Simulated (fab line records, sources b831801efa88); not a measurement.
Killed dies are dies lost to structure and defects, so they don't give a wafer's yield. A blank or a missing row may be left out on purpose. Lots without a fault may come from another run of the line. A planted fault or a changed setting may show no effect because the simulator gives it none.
One fault seen from 2 desks | flow sky130 | each desk has only its own numbers; what lay behind them comes last

THE METROLOGY DESK
What the gauges read, lot by lot, whatever tool the lot ran on: means of the sampled wafers that have a number. A lot is out of limits, marked OUT, if its mean lies more than 4 standard deviations from the usual mean; the brackets give that distance.
Columns: A = CONTACT_CVD_00_THK at SKY_CONTACT_THK_MEAS_01, usual 74.9 nm; B = CONTACT_HDPCVD_THK at SKY_CONTACT_THK_MEAS_03, usual 564 nm; C = CONTACT_BOW at SKY_CONTACT_BOW_MEAS_05, usual 84 um; D = cd_nm at SKY_CONTACT_CD_MEAS_14, usual 169.9 nm
lot  | first seen here | A    | B   | C  | D
L374 | day 33 20:58    | 75.6 | 565 | 89 | 173.5
L376 | day 34 11:14    | 73.9 | 560 | 89 | 172.8
L378 | day 35 05:50    | 75.2 | 561 | 90 | 171.6
L379 | day 35 15:14    | 74.8 | 572 | 82 | 169.2
L380 | day 35 21:29    | 74.6 | 563 | 90 | 171.4
L385 | day 37 04:41    | 74.9 | 561 | 85 | 172.5
This desk's finding: nothing out of limits on any of the 6 lots.

THE TOOL OWNER'S DESK: litho_track-01
The tool's own readings at SKY_CONTACT_DEVELOP_13 (develop time 60 s): means of the sampled wafers that have a number, for each lot that ran on this tool. A lot is out of limits, marked OUT, if its mean lies more than 4 standard deviations from the usual mean; the brackets give that distance.
Columns: A = developer_temp_C at SKY_CONTACT_DEVELOP_13, usual 21.00 C
lot  | first seen here | A
L374 | day 34 23:00    | 23.05 (+20) OUT
L376 | day 35 13:00    | 22.97 (+20) OUT
L385 | day 38 07:00    | 20.98
This desk's finding: out of limits on L374, L376; first on L374, day 34 23:00 (developer_temp_C at SKY_CONTACT_DEVELOP_13). In limits: L385.

PUT TOGETHER
The tool owner's desk could have raised an alarm at day 34 23:00, on L374, L376.
The metrology desk saw nothing out of limits.
The metrology desk has L374, L376 on record, within its limits.
Of the lots named, all ran SKY_CONTACT_DEVELOP_13 on litho_track-01.

WHAT THE SIMULATOR HAD PUT IN
Process parameter drift: litho_track-01, from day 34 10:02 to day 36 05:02, at SKY_CONTACT_DEVELOP_13. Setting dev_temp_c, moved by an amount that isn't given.
Lots struck among those shown: L374, L376.
Hours from the fault's start to each desk's first reading out of limits: the tool owner's desk, 13.
